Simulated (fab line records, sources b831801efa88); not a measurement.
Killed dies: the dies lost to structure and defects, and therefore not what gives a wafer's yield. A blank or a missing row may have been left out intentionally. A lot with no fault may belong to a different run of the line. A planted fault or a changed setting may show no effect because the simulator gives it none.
Which tool is to blame? :: flow gf180mcu :: Sampling: 12 lots, 36 wafers, 4 of 602 route steps

== WHAT THE GAUGES SHOWED, per wafer ==
GF_V1_THK_MEAS_01. Usual: V1_CVD_00_THK typically reads 601 nm, with standard deviation 5.8.
lot: L773
measured: day 17 05:32
on: film_metro-01
V1_CVD_00_THK (nm): 604 603 605
flag: 

lot: L774
measured: day 17 09:30
on: film_metro-02
V1_CVD_00_THK (nm): 602 605 599
flag: 

lot: L775
measured: day 17 18:34
on: film_metro-01
V1_CVD_00_THK (nm): 601 603 603
flag: 

lot: L777
measured: day 18 11:24
on: film_metro-04
V1_CVD_00_THK (nm): 609 608 605
flag: 

lot: L778
measured: day 18 20:19
on: film_metro-02
V1_CVD_00_THK (nm): 598 602 603
flag: 

lot: L779
measured: day 19 10:13
on: film_metro-01
V1_CVD_00_THK (nm): 602 605 611
flag: 

lot: L780
measured: day 19 19:35
on: film_metro-02
V1_CVD_00_THK (nm): 596 593 599
flag: 

lot: L781
measured: day 20 03:28
on: film_metro-01
V1_CVD_00_THK (nm): 593 594 589
flag: 

lot: L783
measured: day 21 10:32
on: film_metro-01
V1_CVD_00_THK (nm): 603 596 599
flag: 

lot: L787
measured: day 22 07:47
on: film_metro-01
V1_CVD_00_THK (nm): 604 615 730
flag: OFF

lot: L788
measured: day 22 21:47
on: film_metro-02
V1_CVD_00_THK (nm): 607 727 604
flag: OFF

lot: L792
measured: day 23 23:01
on: film_metro-02
V1_CVD_00_THK (nm): 608 602 589
flag: 

== WHAT TOOL EACH LOT RAN ON (gives the tool, then ch and the chambers of the sampled wafers, and finally the start) ==
lot: L773
GF_SALICIDE_RTA_06: rtp_anneal-02 ch 0, day 15 06:08
GF_M1_STRIP_17: plasma_asher-02 ch 0,1, day 17 04:56
GF_V1_CVD_00: hdpcvd-01 ch 0,2, day 17 05:28

lot: L774
GF_SALICIDE_RTA_06: rtp_anneal-02 ch 0, day 15 08:56
GF_M1_STRIP_17: plasma_asher-01 ch 0,1, day 17 08:53
GF_V1_CVD_00: hdpcvd-02 ch 1,2, day 17 09:26

lot: L775
GF_SALICIDE_RTA_06: rtp_anneal-02 ch 0, day 15 17:51
GF_M1_STRIP_17: plasma_asher-01 ch 0,1, day 17 17:56
GF_V1_CVD_00: hdpcvd-02 ch 0,2, day 17 18:30

lot: L777
GF_SALICIDE_RTA_06: rtp_anneal-02 ch 0, day 16 09:49
GF_M1_STRIP_17: plasma_asher-01 ch 0,1, day 18 10:47
GF_V1_CVD_00: hdpcvd-01 ch 0,1, day 18 11:20

lot: L778
GF_SALICIDE_RTA_06: rtp_anneal-01 ch 0, day 16 17:45
GF_M1_STRIP_17: plasma_asher-04 ch 0,1, day 18 19:43
GF_V1_CVD_00: hdpcvd-01 ch 0,1,2, day 18 20:15

lot: L779
GF_SALICIDE_RTA_06: rtp_anneal-02 ch 0, day 17 07:40
GF_M1_STRIP_17: plasma_asher-02 ch 0,1, day 19 09:37
GF_V1_CVD_00: hdpcvd-02 ch 0,2, day 19 10:09

lot: L780
GF_SALICIDE_RTA_06: rtp_anneal-01 ch 0, day 17 16:22
GF_M1_STRIP_17: plasma_asher-04 ch 0,1, day 19 18:58
GF_V1_CVD_00: hdpcvd-02 ch 1,2, day 19 19:30

lot: L781
GF_SALICIDE_RTA_06: rtp_anneal-01 ch 0, day 18 00:20
GF_M1_STRIP_17: plasma_asher-01 ch 0,1, day 20 02:49
GF_V1_CVD_00: hdpcvd-02 ch 0,1,2, day 20 03:23

lot: L783
GF_SALICIDE_RTA_06: rtp_anneal-01 ch 0, day 19 06:55
GF_M1_STRIP_17: plasma_asher-01 ch 0,1, day 21 09:55
GF_V1_CVD_00: hdpcvd-01 ch 0,1,2, day 21 10:27

lot: L787
GF_SALICIDE_RTA_06: rtp_anneal-02 ch 0, day 20 05:09
GF_M1_STRIP_17: plasma_asher-04 ch 0,1, day 22 07:11
GF_V1_CVD_00: hdpcvd-01 ch 0,1,2, day 22 07:43

lot: L788
GF_SALICIDE_RTA_06: rtp_anneal-02 ch 0, day 20 19:05
GF_M1_STRIP_17: plasma_asher-01 ch 0,1, day 22 21:09
GF_V1_CVD_00: hdpcvd-01 ch 0,1,2, day 22 21:43

lot: L792
GF_SALICIDE_RTA_06: rtp_anneal-01 ch 0, day 21 22:43
GF_M1_STRIP_17: plasma_asher-04 ch 0,1, day 23 22:23
GF_V1_CVD_00: hdpcvd-02 ch 0,1,2, day 23 22:57
- GF_SALICIDE_RTA_06: time 30 s.
- GF_M1_STRIP_17: strips in O2/N2.
- GF_V1_CVD_00: deposits SiO2, target thk 600 nm, time 100 s.

== WHAT THE TOOLS THEMSELVES READ (means of the sampled wafers that have a number; where no wafer has one, the mark that the record gives instead) ==
GF_SALICIDE_RTA_06. Usual: lamp_power_pct 6.0 %, standard deviation 0.65; wafer_temp_C_max 533.4, standard deviation 1.2.
lot: L773
tool: rtp_anneal-02
lamp_power_pct (%): 6.6
wafer_temp_C_max: 532.6
flag: 

lot: L774
tool: rtp_anneal-02
lamp_power_pct (%): 6.6
wafer_temp_C_max: 532.2
flag: 

lot: L775
tool: rtp_anneal-02
lamp_power_pct (%): 6.6
wafer_temp_C_max: 532.3
flag: 

lot: L777
tool: rtp_anneal-02
lamp_power_pct (%): 6.6
wafer_temp_C_max: 531.9
flag: 

lot: L778
tool: rtp_anneal-01
lamp_power_pct (%): 5.3
wafer_temp_C_max: 534.6
flag: 

lot: L779
tool: rtp_anneal-02
lamp_power_pct (%): 6.6
wafer_temp_C_max: 532.9
flag: 

lot: L780
tool: rtp_anneal-01
lamp_power_pct (%): 5.3
wafer_temp_C_max: 533.6
flag: 

lot: L781
tool: rtp_anneal-01
lamp_power_pct (%): 5.3
wafer_temp_C_max: 534.2
flag: 

lot: L783
tool: rtp_anneal-01
lamp_power_pct (%): 5.3
wafer_temp_C_max: 534.6
flag: 

lot: L787
tool: rtp_anneal-02
lamp_power_pct (%): 6.6
wafer_temp_C_max: 532.8
flag: 

lot: L788
tool: rtp_anneal-02
lamp_power_pct (%): 6.6
wafer_temp_C_max: 532.4
flag: 

lot: L792
tool: rtp_anneal-01
lamp_power_pct (%): 5.3
wafer_temp_C_max: 535.1
flag: 

GF_M1_STRIP_17. Usual: chamber_pressure_mTorr 1499.8 mTorr, standard deviation 1.3; drypump_motor_current_A 5.7 A, standard deviation 0.41; heater_power_w 328 W, standard deviation 33; o2_flow_sccm 3001 sccm, standard deviation 9.2; oes_product_au 0.557 a.u., standard deviation 0.0051; strip_time_to_endpoint_s 7.86 s, standard deviation 0.047.
lot: L773
tool: plasma_asher-02
chamber_pressure_mTorr (mTorr): 1499.7
drypump_motor_current_A (A): 6.1
heater_power_w (W): 337
o2_flow_sccm (sccm): 2999
oes_product_au (a.u.): 0.561
strip_time_to_endpoint_s (s): 7.88
flag: 

lot: L774
tool: plasma_asher-01
chamber_pressure_mTorr (mTorr): 1499.9
drypump_motor_current_A (A): 5.3
heater_power_w (W): 325
o2_flow_sccm (sccm): 2993
oes_product_au (a.u.): 0.559
strip_time_to_endpoint_s (s): 7.90
flag: 

lot: L775
tool: plasma_asher-01
chamber_pressure_mTorr (mTorr): 1498.5
drypump_motor_current_A (A): 5.2
heater_power_w (W): 346
o2_flow_sccm (sccm): 3007
oes_product_au (a.u.): 0.552
strip_time_to_endpoint_s (s): 7.90
flag: 

lot: L777
tool: plasma_asher-01
chamber_pressure_mTorr (mTorr): 1499.9
drypump_motor_current_A (A): 5.3
heater_power_w (W): 331
o2_flow_sccm (sccm): 3002
oes_product_au (a.u.): 0.556
strip_time_to_endpoint_s (s): 7.87
flag: 

lot: L778
tool: plasma_asher-04
chamber_pressure_mTorr (mTorr): 1500.1
drypump_motor_current_A (A): 6.1
heater_power_w (W): 300
o2_flow_sccm (sccm): 2999
oes_product_au (a.u.): 0.560
strip_time_to_endpoint_s (s): 7.85
flag: 

lot: L779
tool: plasma_asher-02
chamber_pressure_mTorr (mTorr): 1500.8
drypump_motor_current_A (A): 6.0
heater_power_w (W): 344
o2_flow_sccm (sccm): 3005
oes_product_au (a.u.): 0.558
strip_time_to_endpoint_s (s): 7.89
flag: 

lot: L780
tool: plasma_asher-04
chamber_pressure_mTorr (mTorr): 1500.5
drypump_motor_current_A (A): 5.8
heater_power_w (W): 301
o2_flow_sccm (sccm): 3000
oes_product_au (a.u.): 0.555
strip_time_to_endpoint_s (s): 7.81
flag: 

lot: L781
tool: plasma_asher-01
chamber_pressure_mTorr (mTorr): 1500.7
drypump_motor_current_A (A): 5.3
heater_power_w (W): 331
o2_flow_sccm (sccm): 2997
oes_product_au (a.u.): 0.558
strip_time_to_endpoint_s (s): 7.84
flag: 

lot: L783
tool: plasma_asher-01
chamber_pressure_mTorr (mTorr): 1499.5
drypump_motor_current_A (A): 5.3
heater_power_w (W): 344
o2_flow_sccm (sccm): 2999
oes_product_au (a.u.): 0.556
strip_time_to_endpoint_s (s): 7.82
flag: 

lot: L787
tool: plasma_asher-04
chamber_pressure_mTorr (mTorr): 1499.6
drypump_motor_current_A (A): 6.1
heater_power_w (W): 304
o2_flow_sccm (sccm): 3006
oes_product_au (a.u.): 0.558
strip_time_to_endpoint_s (s): 7.89
flag: 

lot: L788
tool: plasma_asher-01
chamber_pressure_mTorr (mTorr): 1501.5
drypump_motor_current_A (A): 5.2
heater_power_w (W): 348
o2_flow_sccm (sccm): 3002
oes_product_au (a.u.): 0.562
strip_time_to_endpoint_s (s): 7.88
flag: 

lot: L792
tool: plasma_asher-04
chamber_pressure_mTorr (mTorr): 1499.7
drypump_motor_current_A (A): 5.8
heater_power_w (W): 304
o2_flow_sccm (sccm): 2996
oes_product_au (a.u.): 0.557
strip_time_to_endpoint_s (s): 7.96
flag: 

GF_V1_CVD_00. Usual: sih4_flow_sccm reads 60.00 sccm (standard deviation 0.18).
lot: L773
tool: hdpcvd-01
sih4_flow_sccm (sccm): 60.08
flag: 

lot: L774
tool: hdpcvd-02
sih4_flow_sccm (sccm): 60.15
flag: 

lot: L775
tool: hdpcvd-02
sih4_flow_sccm (sccm): 59.83
flag: 

lot: L777
tool: hdpcvd-01
sih4_flow_sccm (sccm): 60.04
flag: 

lot: L778
tool: hdpcvd-01
sih4_flow_sccm (sccm): 59.87
flag: 

lot: L779
tool: hdpcvd-02
sih4_flow_sccm (sccm): 60.03
flag: 

lot: L780
tool: hdpcvd-02
sih4_flow_sccm (sccm): 59.94
flag: 

lot: L781
tool: hdpcvd-02
sih4_flow_sccm (sccm): 60.02
flag: 

lot: L783
tool: hdpcvd-01
sih4_flow_sccm (sccm): 60.05
flag: 

lot: L787
tool: hdpcvd-01
sih4_flow_sccm (sccm): 64.03
flag: OFF

lot: L788
tool: hdpcvd-01
sih4_flow_sccm (sccm): 64.01
flag: OFF

lot: L792
tool: hdpcvd-02
sih4_flow_sccm (sccm): 60.03
flag: 

== THE ANSWER, worked out from the rows above alone ==
Rule: lot off if the mean of its wafers having a number is beyond 3 standard deviations from the usual mean. Also off: a lot with no number at a reading for which 4 or more lots have one. Any other lot the step has rows for is counted as sound. The gauges are gone through in route order, then the tools' own readings, and for those a lot's mean is taken as printed above. The first step at which some lot is off is used, and at that step the reading that is off furthest; a lot without a number counts as furthest.
Off: L787, L788, seen at GF_V1_THK_MEAS_01 (V1_CVD_00_THK).
If a tool, at a process step before that reading, ran all the lots that are off and no sound lot after the first of them, it fits. Not tried: the gauges at GF_V1_THK_MEAS_01; whatever is off there is also off at GF_V1_CVD_00, on other tools, and gauge error can't account for it. Can't be told from this: 2 tools fit, rtp_anneal-02 at GF_SALICIDE_RTA_06, hdpcvd-01 at GF_V1_CVD_00.

== WHAT THE SIMULATOR HAD PUT IN ==
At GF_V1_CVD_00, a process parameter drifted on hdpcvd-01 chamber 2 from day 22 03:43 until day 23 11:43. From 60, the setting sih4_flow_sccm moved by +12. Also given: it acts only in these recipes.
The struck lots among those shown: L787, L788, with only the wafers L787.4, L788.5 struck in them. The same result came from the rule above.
